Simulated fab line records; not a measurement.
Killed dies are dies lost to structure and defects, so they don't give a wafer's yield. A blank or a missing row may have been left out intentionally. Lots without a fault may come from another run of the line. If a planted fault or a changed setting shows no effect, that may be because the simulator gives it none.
Which tool did it? -- flow sky130 -- Sampling: 6 lots, 18 wafers, 2 of 708 route steps

WHAT EACH GAUGE READ, for each wafer
SKY_FIELD_ISO_THK_MEAS_25.
lot,measured,on,FIELD_ISO_CVD_24_THK (nm)
L684,day 2 21:26,film_metro-02,591 594 594
L687,day 3 12:49,film_metro-03,595 589 595
L689,day 4 03:12,film_metro-02,599 593 599
L693,day 5 01:08,film_metro-02,599 586 598
L696,day 5 20:38,film_metro-03,581 592 589
L701,day 6 15:20,film_metro-02,590 586 590

WHICH TOOL RAN EACH LOT (tool, then ch and the chambers of the sampled wafers, then the start)
lot,SKY_FIELD_ISO_ETCH_15
L684,"rie_diel-04 ch 0,1, day 2 19:38"
L687,"rie_diel-02 ch 1,2,3, day 3 11:01"
L689,"rie_diel-02 ch 2,3, day 3 22:25"
L693,"rie_diel-03 ch 0,1,2, day 4 19:29"
L696,"rie_diel-03 ch 1,2, day 5 13:37"
L701,"rie_diel-02 ch 2,3, day 6 13:31"
- SKY_FIELD_ISO_ETCH_15: etches the open film in CHF3/O2, stops on Si, target depth 180 nm, time 72 s.

THE ANSWER, worked out from the rows above alone
Rule: the lots themselves supply what counts as usual. Put in order of their means at a reading, lots are off if they are a third of the lots or fewer, leave a main group of 4 or more, and stand apart from it by a gap of 3 or more times the standard deviation of the main group's means; of several such gaps the widest counts. A main group whose means are all the same, to the digits that the tables above print for the reading, isn't used. Also off: a lot with no number at a reading for which 4 or more lots have one. All remaining lots with rows at the step are treated as sound.
No lot is off at any reading shown: from this, nothing can be told.

WHAT WAS PUT IN BY THE SIMULATOR
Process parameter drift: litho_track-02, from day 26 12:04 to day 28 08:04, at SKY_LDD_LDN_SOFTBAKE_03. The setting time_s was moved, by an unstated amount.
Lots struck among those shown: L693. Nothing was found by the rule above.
